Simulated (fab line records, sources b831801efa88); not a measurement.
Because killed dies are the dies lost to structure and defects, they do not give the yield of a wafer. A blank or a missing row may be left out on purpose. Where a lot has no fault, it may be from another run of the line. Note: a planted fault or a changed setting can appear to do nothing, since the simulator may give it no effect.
Code-filled problem report in 8D (eight disciplines) form + flow sky130 + the parts of the form that need people (team, actions taken, sign-off) are left out

== 1. WHAT WENT WRONG ==
PWDE_RS at SKY_NWELL_RS_MEAS_31 reads a mean of 5533 ohm/sq on 3 wafers of 2 lots; wafers without a fault read 5278 ohm/sq with a standard deviation of 22. That puts it +12 standard deviations away from the usual mean.
The step: measures by four-point-probe.
First seen on wafer L657.1, day 8 04:31, on film-metro-01. At this step, 39 wafers from 13 lots have a number in the record. The rule behind "out" and "out of limits": a value lying over 4 standard deviations away from the usual mean. The other wafers with a number count as sound.

== 2. WHAT THIS IS AND IS NOT ==
| question                    | is                           | is not                                                                                 |
|-----------------------------|------------------------------|----------------------------------------------------------------------------------------|
| which readings at this step | PWDE_RS                      | -                                                                                      |
| which lots                  | L657, L661                   | L645, L646, L648, L649, L650, L652, L654, L655, L659, L666, L667                       |
| which wafers of those lots  | L657.1, L657.5, L661.5       | L657.3, L661.3, L661.6                                                                 |
| read on which gauges        | film-metro-01, film-metro-04 | film-metro-03                                                                          |
| when                        | from day 8 04:31             | up to then (25 sound wafers); but 11 sound wafers of L659, L661, L666, L667 came after |

== 3. WHAT RULES OUT EACH SUSPECT ==
Counting: if a tool at a process step up to the reading ran every lot that is out, it stays a suspect. Sound lots after the first of them don't rule it out here, since some wafers of a struck lot are sound.
- the gauge at SKY_NWELL_RS_MEAS_31: ruled out. The wafers that are out were read on 2 gauges (film-metro-01, film-metro-04).
- implanter-02 at SKY_PWDE_IMPLANT_08: kept. Every lot that is out went through it, the first being L657 (day 6 15:14); the last sound lot it ran before that was L655 (day 6 10:16).
Left after counting: implanter-02 at SKY_PWDE_IMPLANT_08.

== 4. THE CAUSE (what the simulator had put in) ==
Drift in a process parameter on implanter-02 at SKY_PWDE_IMPLANT_08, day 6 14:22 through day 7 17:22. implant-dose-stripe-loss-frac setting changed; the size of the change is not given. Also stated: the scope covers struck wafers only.
Only this tool survived the counting.

== 5. SEQUENCE OF EFFECTS, ordered by route ==
Each row: a reading where the mean over the struck wafers with a number is more than 3 standard deviations away from the usual. Only readings for which the record gives a usual standard deviation are gone through. hours: the time from each lot's start at the first step in this table that gives one to its start at this step, as a median over the lots. sigmas: the change in usual standard deviations.
| hours | step                 | reading | usual       | on struck wafers | change | sigmas |
|-------|----------------------|---------|-------------|------------------|--------|--------|
| 0     | SKY_NWELL_RS_MEAS_31 | PWDE_RS | 5278 ohm/sq | 5533             | +255   | +12    |
At these later measuring or inspecting steps, every struck wafer for which the step has a row has a number for every such reading, and none has moved that far: SKY_VT_ADJUST_HVTP_OVL_MEAS_08.

== 6. WHAT WOULD HAVE CAUGHT IT SOONER ==
The first out-of-limits reading at a measuring or inspecting step in this record came at day 8 04:31, 38 hours after the fault's start at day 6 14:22.
By day 8 04:31 the whole set of lots that are out, 2 in number, had already begun SKY_PWDE_IMPLANT_08 on implanter-02. Had the tool been put on hold then, not one of them would have been saved.
